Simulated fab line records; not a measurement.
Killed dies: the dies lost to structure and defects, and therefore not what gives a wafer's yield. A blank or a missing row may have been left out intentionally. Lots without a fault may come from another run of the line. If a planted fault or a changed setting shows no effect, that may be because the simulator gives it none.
Which tool was responsible? -- flow sky130 -- 7 lots with 21 wafers sampled at 2 steps, on a route of 708 steps

== WHAT THE GAUGES READ, wafer by wafer ==
SKY_FIELD_ISO_THK_MEAS_23.
lot,measured,on,FIELD_ISO_OXIDATION_01_THK (nm)
L160,day 3 02:43,film metro-01,9.96 9.79 9.91
L166,day 4 03:41,film metro-03,10.01 9.98 10.00
L168,day 4 13:01,film metro-01,10.21 10.18 10.14
L170,day 4 23:20,film metro-03,9.90 10.10 9.91
L174,day 5 20:20,film metro-02,9.97 9.93 9.93
L176,day 6 07:58,film metro-01,10.31 10.26 10.21
L181,day 7 09:29,film metro-02,9.73 9.47 9.74

== WHICH TOOL RAN EACH LOT (tool, then ch and the chambers of the sampled wafers, then the start) ==
lot,SKY_FIELD_ISO_WET_ETCH_18
L160,"wet bench-01 ch 1, day 2 20:05"
L166,"wet bench-03 ch 2, day 4 00:32"
L168,"wet bench-03 ch 0, day 4 10:56"
L170,"wet bench-01 ch 3, day 4 21:53"
L174,"wet bench-01 ch 3, day 5 18:14"
L176,"wet bench-01 ch 0, day 6 02:11"
L181,"wet bench-04 ch 2, day 7 05:50"
- SKY_FIELD_ISO_WET_ETCH_18: etches Si3N4 in H3PO4, target depth 25 nm, time 286 s.

== THE ANSWER, worked out from the rows above alone ==
Rule: usual is defined by the lots themselves. Put in order of their means at a reading, lots are off if they are a third of the lots or fewer, leave a main group of 4 or more, and stand apart from it by a gap of 3 or more times the standard deviation of the main group's means; of several such gaps the widest counts. If all means in a main group match to the digits the tables above print for the reading, that group is not used. Also off: a lot with no number at a reading for which 4 or more lots have one. Any other lot the step has rows for is counted as sound.
Nothing can be told from this: no lot is off at any reading shown.

== WHAT THE SIMULATOR HAD INSERTED ==
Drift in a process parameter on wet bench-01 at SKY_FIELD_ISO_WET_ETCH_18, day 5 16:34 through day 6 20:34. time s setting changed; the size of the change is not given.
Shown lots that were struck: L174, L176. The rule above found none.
